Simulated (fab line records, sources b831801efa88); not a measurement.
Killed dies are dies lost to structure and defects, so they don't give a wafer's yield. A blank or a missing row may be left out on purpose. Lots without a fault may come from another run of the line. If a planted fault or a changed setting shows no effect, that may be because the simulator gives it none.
fab line records ; flow sky130 ; part 2 of 2: steps 28 to 35 of 35
record: lots: 5; wafers: 15; last_day: 50
route steps=708 shown METAL1@453 VIA1@458 METAL2@483
lots that met no fault: taken from a fault-free run of the same line
start_h: the number of hours between the record's first day and the start of the first shown wafer of the lot ; wait_h: how many hours have passed since the lot's step before this one ; " same as the row above ; L1.1+2: several wafers, shown together as one row ; - no value, or no start given ; * or withheld: withheld ; < > ~ a bound
route shown NAME@n: a module of which the file shows steps, and the number in the route of the first ; usual: mean/standard deviation of fault-free wafers ; same: alike in all rows ; chamber/n: place in a boat ; sites: each site's reading ; _std_site: standard deviation of those values ; _edge_site: the outer-site mean with the inner-site mean subtracted ; radius_mm: for every site, how far away it sits from the centre of the wafer ; mask NAME#n: copy n ; behind: the last tool/chamber to shape the wafer ; hold: what put the lot on hold/how long, in hours/how the hold closed ; device: names the non-switching transistor (n, p or np) ; end of line: the tests these same wafers got at the end of their route ; a step with no rows: only its recipe ; killed: dies that structure and defects cost at the first sort, which is not the same as the wafer's yield ; map: the dies of a wafer, with x for killed, . for not killed, _ for no die there
set.NAME: the setting the step ran with; set.NAME@STEP: the setting that earlier step ran with ; model.NAME: the simulator's own value behind a step, which no gauge read
lots at some steps of the route; a table a step, a row a wafer
services: the hour from which a tool's chamber was out of use, counted from the record's first day as start_h (under 0 if before that day), plus the number of hours and why
== steps ==
step: SKY_VIA1_RS_MEAS_22
recipe: thk_meas_gauge: four-point-probe; reads: W_of_VIA1_CVD_21+TiN_of_VIA1_SPUTTER_20
usual: VIA1_W_RS: 0.431/0.0044
lot.wafer;tool;chamber;start_h;wait_h;VIA1_W_RS[ohm/sq]
L075.2;film_metro-01;-;806.64;0.1;0.427
L075.5;film_metro-01;-;806.64;0.1;0.425
L075.6;film_metro-01;-;806.64;0.1;0.428
L078.2;film_metro-02;-;820.19;0.1;0.427
L078.3;film_metro-02;-;820.19;0.1;0.427
L078.4;film_metro-02;-;820.19;0.1;0.429
L085.1;film_metro-01;-;875.84;0.1;0.430
L085.4;film_metro-01;-;875.84;0.1;0.429
L085.6;film_metro-01;-;875.84;0.1;0.434
L096.1;film_metro-03;-;973.61;0.1;0.427
L096.5;film_metro-03;-;973.61;0.1;0.433
L096.6;film_metro-03;-;973.61;0.1;0.431
L097.1;film_metro-02;-;977.88;0.1;0.437
L097.2;film_metro-02;-;977.88;0.1;0.427
L097.3;film_metro-02;-;977.88;0.1;0.432
step: SKY_VIA1_THK_MEAS_23
recipe: thk_meas_gauge: xrf; reads: W_of_VIA1_CVD_21
usual: VIA1_W_THK: 264/3.3
lot.wafer;tool;chamber;start_h;wait_h;VIA1_W_THK[nm]
L075.2;film_metro-01;-;806.75;0.1;267
L075.5;film_metro-01;-;806.75;0.1;267
L075.6;film_metro-01;-;806.75;0.1;266
L078.2;film_metro-02;-;820.30;0.1;264
L078.3;film_metro-02;-;820.30;0.1;266
L078.4;film_metro-02;-;820.30;0.1;264
L085.1;film_metro-01;-;875.96;0.1;265
L085.4;film_metro-01;-;875.96;0.1;266
L085.6;film_metro-01;-;875.96;0.1;263
L096.1;film_metro-03;-;973.73;0.1;267
L096.5;film_metro-03;-;973.73;0.1;261
L096.6;film_metro-03;-;973.73;0.1;262
L097.1;film_metro-02;-;978.00;0.1;258
L097.2;film_metro-02;-;978.00;0.1;265
L097.3;film_metro-02;-;978.00;0.1;262
step: SKY_VIA1_CMP_24
recipe: stop_on: SiO2; t_overpolish_s: 15; down_force_psi: 3.5; platen_rpm: 60; target_thk_nm: 0; pad_velocity_m_s: 0.94248
usual: motor_current_A: 10.7/0.69; overpolish_run_s: 15.000/0.0093; slurry_flow_ml_min: 150.0/0.5; time_to_endpoint_s: 63.7/2.2
lot.wafer;tool;chamber;start_h;wait_h;motor_current_A;overpolish_run_s;slurry_flow_ml_min;time_to_endpoint_s
L075.2;cmp-01;1;806.90;0.1;11.5;15.000;149.8;60.4
L075.5;cmp-01;3;806.90;0.1;10.9;15.004;149.5;59.9
L075.6;cmp-01;0;806.90;0.1;10.2;14.986;150.5;63.0
L078.2;cmp-01;0;820.47;0.2;10.3;14.985;149.3;61.8
L078.3;cmp-01;2;820.47;0.2;10.5;14.990;150.0;61.9
L078.4;cmp-01;3;820.47;0.2;10.8;14.997;149.0;62.7
L085.1;cmp-02;2;876.12;0.1;12.2;15.002;149.6;64.3
L085.4;cmp-02;3;876.12;0.1;9.8;14.990;150.1;63.8
L085.6;cmp-02;0;876.12;0.1;10.7;15.011;150.1;61.8
L096.1;cmp-01;0;973.79;0.1;10.9;15.008;149.8;64.5
L096.5;cmp-01;0;973.79;0.1;11.0;14.995;149.8;64.8
L096.6;cmp-01;1;973.79;0.1;11.4;15.001;150.7;63.0
L097.3;cmp-01;1;978.29;0.3;11.0;14.988;149.9;65.9
L097.2;cmp-01;2;978.29;0.3;10.5;14.999;149.9;65.8
L097.1;cmp-01;3;978.29;0.3;11.0;15.003;149.5;60.5
step: SKY_METAL2_SPUTTER_00
recipe: material: Ti; target_thk_nm: 15; power_w: 3000; time_s: 10; chamber_pressure_pa: 0.4
usual: cathode_dc_power_W: 3000.1/0.52; throttle_valve_pct: 29.7/0.99
lot.wafer;tool;chamber;start_h;wait_h;cathode_dc_power_W;throttle_valve_pct
L075.2;pvd_sputter-03;-;807.10;0.1;2999.8;29.9
L075.5;pvd_sputter-03;-;807.10;0.1;3000.1;30.3
L075.6;pvd_sputter-03;-;807.10;0.1;2999.7;29.8
L078.2;pvd_sputter-01;-;820.77;0.2;3000.6;31.0
L078.3;pvd_sputter-01;-;820.77;0.2;2999.8;28.6
L078.4;pvd_sputter-01;-;820.77;0.2;2999.7;28.6
L085.1;pvd_sputter-03;-;876.32;0.1;2999.5;30.3
L085.4;pvd_sputter-03;-;876.32;0.1;3000.2;29.7
L085.6;pvd_sputter-03;-;876.32;0.1;3000.6;30.0
L096.1;pvd_sputter-02;-;974.09;0.2;2999.7;28.3
L096.5;pvd_sputter-02;-;974.09;0.2;2999.5;30.1
L096.6;pvd_sputter-02;-;974.09;0.2;3000.1;28.5
L097.1;pvd_sputter-03;-;978.54;0.1;3000.0;31.1
L097.2;pvd_sputter-03;-;978.54;0.1;3000.4;30.2
L097.3;pvd_sputter-03;-;978.54;0.1;2999.9;29.9
step: SKY_METAL2_SPUTTER_01
recipe: material: TiN; target_thk_nm: 20; power_w: 6500; time_s: 16.7; chamber_pressure_pa: 0.4
usual: cathode_dc_power_W: 6499.8/1.2; throttle_valve_pct: 29.6/1
lot.wafer;tool;chamber;start_h;wait_h;cathode_dc_power_W;throttle_valve_pct
L075.2;pvd_sputter-03;-;807.12;0.0;6498.7;29.8
L075.5;pvd_sputter-03;-;807.12;0.0;6498.6;30.0
L075.6;pvd_sputter-03;-;807.12;0.0;6497.1;29.8
L078.2;pvd_sputter-01;-;820.79;0.0;6499.5;30.9
L078.3;pvd_sputter-01;-;820.79;0.0;6499.9;28.7
L078.4;pvd_sputter-01;-;820.79;0.0;6500.4;28.8
L085.1;pvd_sputter-03;-;876.34;0.0;6498.4;30.3
L085.4;pvd_sputter-03;-;876.34;0.0;6500.4;29.9
L085.6;pvd_sputter-03;-;876.34;0.0;6499.8;29.9
L096.1;pvd_sputter-02;-;974.12;0.0;6500.2;28.2
L096.5;pvd_sputter-02;-;974.12;0.0;6500.5;30.3
L096.6;pvd_sputter-02;-;974.12;0.0;6499.3;28.4
L097.1;pvd_sputter-03;-;978.56;0.0;6499.7;30.9
L097.2;pvd_sputter-03;-;978.56;0.0;6501.9;30.3
L097.3;pvd_sputter-03;-;978.56;0.0;6498.5;29.8
step: SKY_METAL2_SPUTTER_02
recipe: material: AlCu; target_thk_nm: 250; power_w: 10600; time_s: 13.3; chamber_pressure_pa: 0.4
usual: cathode_dc_power_W: 10600/1.9; throttle_valve_pct: 29.7/0.98
lot.wafer;tool;chamber;start_h;wait_h;cathode_dc_power_W;throttle_valve_pct
L075.2;pvd_sputter-03;-;807.15;0.0;10602;29.9
L075.5;pvd_sputter-03;-;807.15;0.0;10601;30.2
L075.6;pvd_sputter-03;-;807.15;0.0;10598;29.9
L078.2;pvd_sputter-01;-;820.81;0.0;10599;31.1
L078.3;pvd_sputter-01;-;820.81;0.0;10602;28.6
L078.4;pvd_sputter-01;-;820.81;0.0;10596;28.6
L085.1;pvd_sputter-03;-;876.37;0.0;10599;30.3
L085.4;pvd_sputter-03;-;876.37;0.0;10601;30.1
L085.6;pvd_sputter-03;-;876.37;0.0;10600;30.1
L096.1;pvd_sputter-02;-;974.14;0.0;10599;28.1
L096.5;pvd_sputter-02;-;974.14;0.0;10598;30.3
L096.6;pvd_sputter-02;-;974.14;0.0;10602;28.5
L097.1;pvd_sputter-03;-;978.59;0.0;10601;30.8
L097.2;pvd_sputter-03;-;978.59;0.0;10602;30.2
L097.3;pvd_sputter-03;-;978.59;0.0;10600;29.8
step: SKY_METAL2_SPUTTER_03
recipe: material: Ti; target_thk_nm: 5; power_w: 3000; time_s: 3.3; chamber_pressure_pa: 0.4
usual: cathode_dc_power_W: 2999.9/0.49; throttle_valve_pct: 29.6/0.99
lot.wafer;tool;chamber;start_h;wait_h;cathode_dc_power_W;throttle_valve_pct
L075.2;pvd_sputter-03;-;807.17;0.0;3000.4;30.0
L075.5;pvd_sputter-03;-;807.17;0.0;3000.2;29.9
L075.6;pvd_sputter-03;-;807.17;0.0;3000.0;29.8
L078.2;pvd_sputter-01;-;820.84;0.0;2999.7;31.2
L078.3;pvd_sputter-01;-;820.84;0.0;2999.7;28.6
L078.4;pvd_sputter-01;-;820.84;0.0;2999.8;28.5
L085.1;pvd_sputter-03;-;876.39;0.0;3000.2;30.2
L085.4;pvd_sputter-03;-;876.39;0.0;3000.1;29.8
L085.6;pvd_sputter-03;-;876.39;0.0;2999.0;29.8
L096.1;pvd_sputter-02;-;974.17;0.0;2999.1;28.3
L096.5;pvd_sputter-02;-;974.17;0.0;2999.7;30.3
L096.6;pvd_sputter-02;-;974.17;0.0;3000.5;28.6
L097.1;pvd_sputter-03;-;978.61;0.0;3000.2;30.9
L097.2;pvd_sputter-03;-;978.61;0.0;3000.4;30.6
L097.3;pvd_sputter-03;-;978.61;0.0;2999.7;29.8
step: SKY_METAL2_SPUTTER_04
recipe: material: TiN; target_thk_nm: 70; power_w: 6639; time_s: 58.3; chamber_pressure_pa: 0.4
usual: cathode_dc_power_W: 6639.1/1.2; throttle_valve_pct: 29.6/0.97
lot.wafer;tool;chamber;start_h;wait_h;cathode_dc_power_W;throttle_valve_pct
L075.2;pvd_sputter-03;-;807.19;0.0;6640.4;30.1
L075.5;pvd_sputter-03;-;807.19;0.0;6639.7;30.3
L075.6;pvd_sputter-03;-;807.19;0.0;6637.7;30.0
L078.2;pvd_sputter-01;-;820.86;0.0;6638.9;31.0
L078.3;pvd_sputter-01;-;820.86;0.0;6641.0;28.6
L078.4;pvd_sputter-01;-;820.86;0.0;6640.7;29.0
L085.1;pvd_sputter-03;-;876.41;0.0;6639.9;30.4
L085.4;pvd_sputter-03;-;876.41;0.0;6640.9;30.0
L085.6;pvd_sputter-03;-;876.41;0.0;6639.0;30.1
L096.1;pvd_sputter-02;-;974.18;0.0;6639.8;28.2
L096.5;pvd_sputter-02;-;974.18;0.0;6637.7;30.0
L096.6;pvd_sputter-02;-;974.18;0.0;6638.2;28.2
L097.1;pvd_sputter-03;-;978.63;0.0;6640.8;30.8
L097.2;pvd_sputter-03;-;978.63;0.0;6640.3;30.4
L097.3;pvd_sputter-03;-;978.63;0.0;6640.1;30.0
== services ==
tool;chamber;start_h;hours;kind
plasma_asher-04;-;753.21;0.8;repair
krf_scanner-01;-;756.42;8.6;repair
rie_diel-01;-;775.53;0.5;repair
cvd_w-02;1;801.79;4.6;repair
cvd_w-02;0;803.05;8.2;repair
cmp-01;-;804.41;1.6;repair
rie_diel-04;3;821.35;2.6;repair
hdpcvd-02;2;849.42;14.9;repair
pvd_sputter-02;-;850.71;7.7;repair
hdpcvd-02;1;851.82;8.4;repair
rie_diel-04;1;852.33;9.6;repair
rie_diel-04;-;858.91;2.8;pm
cmp-01;-;887.65;1.0;repair
wet_bench-01;-;889.13;1.7;repair
rie_diel-01;3;907.23;3.8;repair
cmp-01;-;912.00;4.0;pm
cvd_w-02;0;914.75;16.9;repair
hdpcvd-02;0;926.66;16.6;repair
wet_bench-02;-;927.29;1.5;repair
pvd_sputter-03;-;938.90;3.0;repair
wet_bench-01;-;960.89;2.1;repair
hdpcvd-02;0;969.58;19.7;repair
wet_bench-02;-;969.67;1.9;pm
pvd_sputter-03;-;974.23;3.2;repair
